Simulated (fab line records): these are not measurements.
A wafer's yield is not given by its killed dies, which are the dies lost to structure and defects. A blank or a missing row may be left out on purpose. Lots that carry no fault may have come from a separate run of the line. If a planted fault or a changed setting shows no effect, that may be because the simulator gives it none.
fab line records -- flow sky130
[record] lots = 11, wafers = 33, lastDay = 50
route steps=708 shown VIA2@528 METAL4@623 VIA4@657
lots that met no fault: taken from a fault-free run of the same line
startH: start of the lot's first displayed wafer, in hours after the record's first day -- waitH: how many hours have passed since the lot's step before this one -- " as in the row above -- L1.1+2: a row that stands for several wafers -- - no value present, or no start provided -- * or withheld: withheld -- < > ~ a bound
route shown NAME@n: names a module that has steps shown in the file, with the first one's number in the route -- usual: mean/standard deviation taken from wafers without a fault -- same: alike in all rows -- chamber/n: place in a boat -- sites: per-site readings -- _std_site: standard deviation across them -- _edge_site: the outer-site mean with the inner-site mean subtracted -- radiusMm: how far each site lies from the wafer's centre -- mask NAME#n: copy n -- behind: the most recent tool/chamber to have shaped the wafer -- hold: why the lot went on hold/how many hours it stayed there/how the hold came to an end -- device: which transistor (n, p or np) failed to switch -- end of line: at the end of the route, the tests of the same wafers -- a step without rows: its recipe alone -- killed: dies lost to structure and defects at the first sort, not the wafer's yield -- map: dies across one wafer; x = killed, . = not, _ = none there
set.NAME: setting as actually run; set.NAME@STEP: the setting as run at that earlier step -- model.NAME: the simulator's own value behind a step, which no gauge read
steps of the route over a sample of lots; a table a step, a row a wafer
services: the hour from which a tool's chamber was out of use, counted from the record's first day as startH (under 0 if before that day), plus the number of hours and why
[[steps]]
[step SKY_VIA2_CVD_21]
[recipe] material = W, targetThkNm = 420, timeS = 126.4, tempC = 400, pressureTorr = 40
[usual] heaterPowerW = 860/150
lot.wafer,tool,chamber,startH,waitH,heaterPowerW
L731.1,cvdW-02,0,846.38,0.0,825
L731.2,cvdW-02,1,846.38,0.0,768
L731.5,cvdW-02,1,846.38,0.0,790
L737.1,cvdW-02,0,907.22,0.0,840
L737.3,cvdW-02,1,907.22,0.0,790
L737.5,cvdW-02,0,907.22,0.0,838
L736.1,cvdW-02,0,911.78,0.0,833
L736.2,cvdW-02,1,911.78,0.0,819
L736.6,cvdW-02,1,911.78,0.0,792
L738.1,cvdW-01,1,927.49,0.0,1077
L738.2,cvdW-01,0,927.49,0.0,696
L738.4,cvdW-01,0,927.49,0.0,692
L741.2,cvdW-01,0,928.68,0.0,708
L741.3,cvdW-01,1,928.68,0.0,1068
L741.6,cvdW-01,1,928.68,0.0,1063
L744.1,cvdW-01,1,953.26,0.0,1072
L744.3,cvdW-01,0,953.26,0.0,704
L744.5,cvdW-01,0,953.26,0.0,702
L745.1,cvdW-01,1,956.48,0.0,1075
L745.2,cvdW-01,0,956.48,0.0,718
L745.5,cvdW-01,1,956.48,0.0,1082
L746.1,cvdW-02,0,962.73,0.0,826
L746.5,cvdW-02,0,962.73,0.0,843
L746.6,cvdW-02,1,962.73,0.0,777
L747.1,cvdW-01,0,971.45,0.0,707
L747.2,cvdW-01,1,971.45,0.0,1071
L747.4,cvdW-01,0,971.45,0.0,705
L750.3,cvdW-01,0,993.17,0.1,716
L750.4,cvdW-01,1,993.17,0.1,1083
L750.5,cvdW-01,0,993.17,0.1,706
L752.1,cvdW-01,1,996.94,0.0,1075
L752.4,cvdW-01,1,996.94,0.0,1058
L752.5,cvdW-01,0,996.94,0.0,695
[step SKY_METAL4_COAT_07]
[recipe] resist = BARC, tempC = withheld, timeS = withheld, spinRpm = 3000, resistThkNm = 60
[usual] spinSpeedRpm = 3000.5/2
lot.wafer,tool,chamber,startH,waitH,spinSpeedRpm
L731.1,lithoTrack-03,0,963.53,0.1,3000.2
L731.2,lithoTrack-03,0,963.53,0.1,3000.1
L731.5,lithoTrack-03,0,963.53,0.1,2997.6
L737.1,lithoTrack-03,0,1026.03,0.1,3000.0
L737.3,lithoTrack-03,0,1026.03,0.1,3002.4
L737.5,lithoTrack-03,0,1026.03,0.1,3000.6
L736.1,lithoTrack-02,0,1027.26,0.1,2998.9
L736.2,lithoTrack-02,0,1027.26,0.1,2997.1
L736.6,lithoTrack-02,0,1027.26,0.1,3000.0
L738.1,lithoTrack-03,0,1035.98,0.1,3002.3
L738.2,lithoTrack-03,0,1035.98,0.1,3002.9
L738.4,lithoTrack-03,0,1035.98,0.1,3000.0
L741.2,lithoTrack-01,0,1036.52,0.1,3000.1
L741.3,lithoTrack-01,0,1036.52,0.1,3001.0
L741.6,lithoTrack-01,0,1036.52,0.1,2999.0
L744.1,lithoTrack-01,0,1059.49,0.1,3001.1
L744.3,lithoTrack-01,0,1059.49,0.1,2998.8
L744.5,lithoTrack-01,0,1059.49,0.1,3001.4
L745.1,lithoTrack-02,0,1061.86,0.1,3001.3
L745.2,lithoTrack-02,0,1061.86,0.1,2999.8
L745.5,lithoTrack-02,0,1061.86,0.1,2998.2
L746.1,lithoTrack-03,0,1067.18,0.1,2608.1
L746.5,lithoTrack-03,0,1067.18,0.1,2606.3
L746.6,lithoTrack-03,0,1067.18,0.1,2605.7
L747.1,lithoTrack-02,0,1077.81,0.1,2999.2
L747.2,lithoTrack-02,0,1077.81,0.1,3002.6
L747.4,lithoTrack-02,0,1077.81,0.1,2998.3
L750.3,lithoTrack-03,0,1096.48,0.1,2605.9
L750.4,lithoTrack-03,0,1096.48,0.1,2606.9
L750.5,lithoTrack-03,0,1096.48,0.1,2606.4
L752.1,lithoTrack-02,0,1099.51,0.1,2997.9
L752.4,lithoTrack-02,0,1099.51,0.1,3004.7
L752.5,lithoTrack-02,0,1099.51,0.1,3001.5
[step SKY_METAL4_ETCH_16]
[recipe] chemistry = N2/H2, target = BARC, ionEnergyEv = 200, biasW = 100, pressureMtorr = 30, n2FlowSccm = 100, h2FlowSccm = 200, icpW = 500, stopOn = SiO2, timeS = 88.2, targetDepthA = 600
[usual] drypumpMotorCurrentA = 5.6/0.39, oesProductAu = 0.626/0.0046, throttleValvePct = 13.206/0.0084
lot.wafer,tool,chamber,startH,waitH,drypumpMotorCurrentA,oesProductAu,rfHoursCounterH,throttleValvePct
L731.1,rieMetal-03,1,973.50,0.0,5.1,0.623,15,13.216
L731.2,rieMetal-03,0,973.50,0.0,5.8,0.632,11,13.211
L731.5,rieMetal-03,1,973.50,0.0,5.1,0.633,-,13.203
L737.1,rieMetal-03,0,1039.10,0.0,5.8,0.624,14,13.202
L737.3,rieMetal-03,1,1039.10,0.0,5.1,0.638,-,13.210
L737.5,rieMetal-03,1,1039.10,0.0,5.1,0.626,-,13.223
L736.1,rieMetal-03,0,1040.10,0.0,5.8,0.622,14,13.201
L736.2,rieMetal-03,1,1040.10,0.0,5.1,0.631,19,13.217
L736.6,rieMetal-03,1,1040.10,0.0,5.1,0.628,-,13.205
L738.1,rieMetal-03,0,1046.71,0.0,5.8,0.621,15,13.193
L738.2,rieMetal-03,1,1046.71,0.0,5.1,0.624,19,13.214
L738.4,rieMetal-03,0,1046.71,0.0,5.8,0.625,-,13.204
L741.2,rieMetal-02,0,1047.03,0.0,6.1,0.618,16,13.206
L741.3,rieMetal-02,1,1047.03,0.0,5.4,0.624,-,13.204
L741.6,rieMetal-02,1,1047.03,0.0,5.4,0.624,-,13.207
L744.1,rieMetal-01,1,1070.04,0.0,5.1,0.619,16,13.213
L744.3,rieMetal-01,0,1070.04,0.0,5.9,0.627,-,13.210
L744.5,rieMetal-01,1,1070.04,0.0,5.1,0.619,-,13.209
L745.1,rieMetal-02,1,1071.30,0.0,5.3,0.630,20,13.208
L745.2,rieMetal-02,0,1071.30,0.0,6.2,0.629,17,13.210
L745.5,rieMetal-02,0,1071.30,0.0,6.2,0.622,-,13.185
L746.1,rieMetal-01,0,1077.70,0.0,6.0,0.647,18,13.201
L746.5,rieMetal-01,1,1077.70,0.0,5.1,0.655,-,13.212
L746.6,rieMetal-01,0,1077.70,0.0,6.0,0.649,-,13.211
L747.1,rieMetal-03,0,1088.75,0.0,5.8,0.632,18,13.208
L747.2,rieMetal-03,1,1088.75,0.0,5.1,0.628,22,13.212
L747.4,rieMetal-03,1,1088.75,0.0,5.1,0.623,-,13.212
L750.3,rieMetal-01,0,1108.21,0.1,6.0,0.653,-,13.219
L750.4,rieMetal-01,0,1108.21,0.1,5.9,0.641,-,13.199
L750.5,rieMetal-01,0,1108.21,0.1,5.9,0.636,-,13.205
L752.1,rieMetal-01,0,1110.61,0.1,5.9,0.627,21,13.203
L752.4,rieMetal-01,0,1110.61,0.1,5.9,0.628,-,13.204
L752.5,rieMetal-01,0,1110.61,0.1,5.9,0.618,-,13.199
[step SKY_METAL4_STRIP_19]
[recipe] chemistry = O2/N2, powerW = 1400, pressureMtorr = 1500, platenTempC = withheld, o2FlowSccm = 3000, n2FlowSccm = 300, overashFraction = 0.5
[usual] drypumpMotorCurrentA = 5.6/0.53, oesProductAu = 0.503/0.0051, stripTimeToEndpointS = 6.55/0.065
lot.wafer,tool,chamber,startH,waitH,drypumpMotorCurrentA,oesProductAu,rfHoursCounterH,stripTimeToEndpointS
L731.1,plasmaAsher-01,1,973.79,0.1,6.0,0.504,24,6.63
L731.2,plasmaAsher-01,0,973.79,0.1,5.3,0.507,24,6.62
L731.5,plasmaAsher-01,0,973.79,0.1,5.3,0.497,-,6.59
L737.1,plasmaAsher-03,1,1039.40,0.1,6.1,0.501,120,6.61
L737.3,plasmaAsher-03,1,1039.40,0.1,6.1,0.499,-,6.62
L737.5,plasmaAsher-03,1,1039.40,0.1,6.1,0.508,-,6.63
L736.1,plasmaAsher-03,1,1040.40,0.1,6.1,0.506,120,6.56
L736.2,plasmaAsher-03,0,1040.40,0.1,4.9,0.494,120,6.51
L736.6,plasmaAsher-03,0,1040.40,0.1,4.9,0.498,-,6.49
L738.1,plasmaAsher-01,1,1047.01,0.1,6.0,0.506,31,6.59
L738.2,plasmaAsher-01,0,1047.01,0.1,5.3,0.513,31,6.63
L738.4,plasmaAsher-01,0,1047.01,0.1,5.3,0.510,-,6.65
L741.2,plasmaAsher-03,0,1047.32,0.1,4.9,0.504,121,6.61
L741.3,plasmaAsher-03,0,1047.32,0.1,4.9,0.503,-,6.56
L741.6,plasmaAsher-03,1,1047.32,0.1,6.1,0.500,-,6.55
L744.1,plasmaAsher-01,0,1070.37,0.1,5.3,0.504,33,6.54
L744.3,plasmaAsher-01,1,1070.37,0.1,6.0,0.490,-,6.45
L744.5,plasmaAsher-01,0,1070.37,0.1,5.3,0.499,-,6.54
L745.1,plasmaAsher-01,0,1071.60,0.1,5.3,0.512,34,6.64
L745.2,plasmaAsher-01,1,1071.60,0.1,6.0,0.506,34,6.63
L745.5,plasmaAsher-01,1,1071.60,0.1,6.0,0.514,-,6.61
L746.1,plasmaAsher-01,1,1078.00,0.1,5.9,0.503,34,6.57
L746.5,plasmaAsher-01,1,1078.00,0.1,6.0,0.502,-,6.58
L746.6,plasmaAsher-01,0,1078.00,0.1,5.3,0.507,-,6.54
L747.1,plasmaAsher-04,0,1089.05,0.1,6.2,0.499,96,6.53
L747.2,plasmaAsher-04,1,1089.05,0.1,5.0,0.505,96,6.53
L747.4,plasmaAsher-04,0,1089.05,0.1,6.2,0.498,-,6.44
L750.3,plasmaAsher-04,1,1108.57,0.1,5.0,0.507,-,6.65
L750.4,plasmaAsher-04,0,1108.57,0.1,6.2,0.509,-,6.73
L750.5,plasmaAsher-04,0,1108.57,0.1,6.2,0.501,-,6.61
L752.1,plasmaAsher-01,1,1111.00,0.1,5.9,0.509,37,6.59
L752.4,plasmaAsher-01,1,1111.00,0.1,6.0,0.510,-,6.58
L752.5,plasmaAsher-01,1,1111.00,0.1,6.0,0.506,-,6.61
[step SKY_VIA4_CVD_18]
[recipe] material = W, targetThkNm = 505, timeS = 152.14, tempC = 400, pressureTorr = 40
[usual] heaterPowerW = 826/110
lot.wafer,tool,chamber,startH,waitH,heaterPowerW
L731.1,cvdW-02,0,999.27,0.0,844
L731.2,cvdW-02,1,999.27,0.0,803
L731.5,cvdW-02,1,999.27,0.0,785
L737.1,cvdW-02,1,1062.79,0.0,787
L737.3,cvdW-02,0,1062.79,0.0,838
L737.5,cvdW-02,1,1062.79,0.0,771
L736.1,cvdW-02,1,1063.98,0.0,806
L736.2,cvdW-02,0,1063.98,0.0,826
L736.6,cvdW-02,1,1063.98,0.0,793
L738.1,cvdW-02,1,1070.97,0.0,806
L738.2,cvdW-02,0,1070.97,0.0,846
L738.4,cvdW-02,0,1070.97,0.0,855
L741.2,cvdW-01,1,1071.37,0.0,1067
L741.3,cvdW-01,0,1071.37,0.0,690
L741.6,cvdW-01,1,1071.37,0.0,1076
L744.1,cvdW-02,0,1092.84,0.0,841
L744.3,cvdW-02,1,1092.84,0.0,804
L744.5,cvdW-02,1,1092.84,0.0,781
L745.1,cvdW-02,1,1094.62,0.0,813
L745.2,cvdW-02,0,1094.62,0.0,854
L745.5,cvdW-02,0,1094.62,0.0,841
L746.1,cvdW-01,0,1099.47,0.0,697
L746.5,cvdW-01,0,1099.47,0.0,708
L746.6,cvdW-01,1,1099.47,0.0,1082
L747.1,cvdW-01,0,1111.51,0.0,695
L747.2,cvdW-01,1,1111.51,0.0,1068
L747.4,cvdW-01,1,1111.51,0.0,1076
L750.3,cvdW-01,0,1129.95,0.1,690
L750.4,cvdW-01,0,1129.95,0.1,720
L750.5,cvdW-01,0,1129.95,0.1,717
L752.1,cvdW-01,0,1134.30,0.0,701
L752.4,cvdW-01,0,1134.30,0.0,708
L752.5,cvdW-01,0,1134.30,0.0,697
[[services]]
tool,chamber,startH,hours,kind
rieMetal-03,-,836.44,1.1,repair
plasmaAsher-04,-,839.63,1.2,repair
cvdW-02,1,861.99,4.1,repair
cvdW-01,-,871.17,0.2,repair
cvdW-01,-,904.00,14.0,pm
cvdW-01,0,904.00,14.0,ventCycle
cvdW-01,1,904.00,14.0,ventCycle
rieMetal-02,-,906.27,2.8,pm
rieMetal-02,1,917.11,2.6,repair
cvdW-02,-,925.31,28.1,pm
plasmaAsher-01,-,937.26,2.8,pm
cvdW-02,-,954.32,2.7,repair
rieMetal-01,-,954.43,2.8,pm
cvdW-02,-,957.02,0.4,repair
rieMetal-03,-,971.97,0.5,repair
rieMetal-02,-,973.21,2.7,repair
rieMetal-02,-,1009.11,2.1,repair
plasmaAsher-03,-,1021.19,6.6,repair
plasmaAsher-01,-,1028.74,1.6,repair
plasmaAsher-03,-,1055.25,9.0,pm
rieMetal-01,0,1087.74,5.5,repair
rieMetal-01,1,1089.90,21.7,repair
plasmaAsher-04,-,1102.55,1.8,repair
cvdW-01,1,1120.07,17.4,repair
[[key]]
[firstSign] step = SKY_METAL4_COAT_07, reading = spinSpeedRpm, direction = down, sigmas = 99+, usual = 3000.5, struck = 2606.6
[effect] step = SKY_METAL4_ETCH_16, reading = oesProductAu, direction = up, sigmas = 4.6, usual = 0.626, struck = 0.647
metAt SKY_METAL4_COAT_07
struckLots L746,L750
notActingAt SKY_VIA2_CVD_21,SKY_METAL4_STRIP_19,SKY_VIA4_CVD_18
onsetBetween 1035.98 1067.18
[fault] kind = processParameterDrift, tool = lithoTrack-03, chamber = -, onsetH = 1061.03, steps = SKY_METAL4_COAT_07, channel = spinRpm, offset = -395.41, shape = step, endH = 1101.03, actsIn = theseRecipesOnly, stated = 3000
